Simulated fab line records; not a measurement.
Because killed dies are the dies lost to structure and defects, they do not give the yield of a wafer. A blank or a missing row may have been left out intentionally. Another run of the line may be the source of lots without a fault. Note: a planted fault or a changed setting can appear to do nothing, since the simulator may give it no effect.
8D (eight disciplines) problem report, filled in by code :: flow sky130 :: the parts of the form that need people (team, actions taken, sign-off) are left out

## 1. THE ISSUE
A mean of 6.447 Pa is read at SKY_VIA2_SPUTTER_20 for chamberPressurePa, taken on 1 wafer of 1 lot, against 5.001 Pa (standard deviation 0.0096) on wafers free of any fault. That is +99 or more standard deviations from the usual mean.
The step: material TiN, target thk 20 nm, time 80 s.
Seen first at day 42 16:58 on pvdSputter-04, wafer L305.2. The record has a number at this step for 15 wafers belonging to 5 lots. Rule for "out" (also "out of limits"): further than 4 standard deviations from the usual mean. The rest of the wafers with a number are treated as sound.

## 2. WHAT IT IS, AND WHAT IT ISN'T
question: which readings at this step
is: chamberPressurePa
is not: -

question: which lots
is: L305
is not: L288, L301, L307, L308

question: which wafers of those lots
is: L305.2
is not: L305.1, L305.6

question: read on which tools
is: pvdSputter-04
is not: pvdSputter-02, pvdSputter-03

question: when
is: from day 42 16:58
is not: up to then (8 sound wafers); but 6 sound wafers of L307, L308 came after

## 3. SUSPECTS, AND WHAT RULES EACH OUT
Counting: any tool at a process step up to the reading remains a suspect provided it ran every lot that is out. Sound lots after the first of them don't rule it out here, since some wafers of a struck lot are sound.
- rieDiel-03 at SKY_VIA2_ETCH_14 (etches BARC in N2/H2, stops on SiO2, time 45.9 s, target depth 60 nm): kept. It ran the lot that is out, L305 (day 42 16:05).
- rieDiel-03 at SKY_VIA2_ETCH_15 (etches SiO2 in C4F8/O2/Ar, stops on TiN, target depth 546 nm, time 84 s): kept. It ran the lot that is out, L305 (day 42 16:08).
- plasmaAsher-02 at SKY_VIA2_STRIP_16 (strips in O2/N2): kept. It ran the lot that is out, L305 (day 42 16:12); its last sound lot up to then is L288 (day 37 08:06).
- pvdSputter-04 at SKY_VIA2_SPUTTER_20 (material TiN, target thk 20 nm, time 80 s): kept. It ran the lot that is out, L305 (day 42 16:58); its last sound lot up to then is L301 (day 41 07:58). Out on those wafers are its own readings of chamberPressurePa.
- At SKY_VIA2_ETCH_14 on rieDiel-03, chamber 2 took the sound wafers of the same lots and chamber 0 took the wafers that are out.
- At SKY_VIA2_ETCH_15 on rieDiel-03, chamber 2 took the sound wafers of the same lots and chamber 0 took the wafers that are out.
- At SKY_VIA2_STRIP_16 on plasmaAsher-02, chamber 1 took the sound wafers of the same lots and chamber 0 took the wafers that are out.
Left after counting: rieDiel-03 at SKY_VIA2_ETCH_14, rieDiel-03 at SKY_VIA2_ETCH_15, plasmaAsher-02 at SKY_VIA2_STRIP_16, pvdSputter-04 at SKY_VIA2_SPUTTER_20.

## 4. THE CAUSE (what the simulator had put in)
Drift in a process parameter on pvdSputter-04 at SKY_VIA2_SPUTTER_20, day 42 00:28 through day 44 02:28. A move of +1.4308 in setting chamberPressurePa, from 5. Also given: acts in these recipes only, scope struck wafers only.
Counting leaves 4 suspects; this tool is one of them.

## 5. SEQUENCE OF EFFECTS, ordered by route
Rows list readings where the struck wafers' mean (over those with a number) sits beyond 3 standard deviations from the usual. Scope: only readings with a usual standard deviation given in the record; hours: median across lots of the time from each lot's start at the first step in this table that gives one to its start at this step; sigmas: change in usual standard deviations.
hours: 0
step: SKY_VIA2_SPUTTER_20
reading: chamberPressurePa
usual: 5.001 Pa
on struck wafers: 6.447
change: +1.446
sigmas: +99 or more

hours: 0
step: SKY_VIA2_SPUTTER_20
reading: throttleValvePct
usual: 29.7 %
on struck wafers: 26.1
change: -3.6
sigmas: -4.0
Here are the process steps it includes:
- SKY_VIA2_SPUTTER_20: material TiN, target thk 20 nm, time 80 s.

## 6. HOW IT WOULD HAVE BEEN CAUGHT EARLIER
First out-of-limits reading in this record: day 42 16:58, which is 16 hours after fault onset at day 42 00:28.
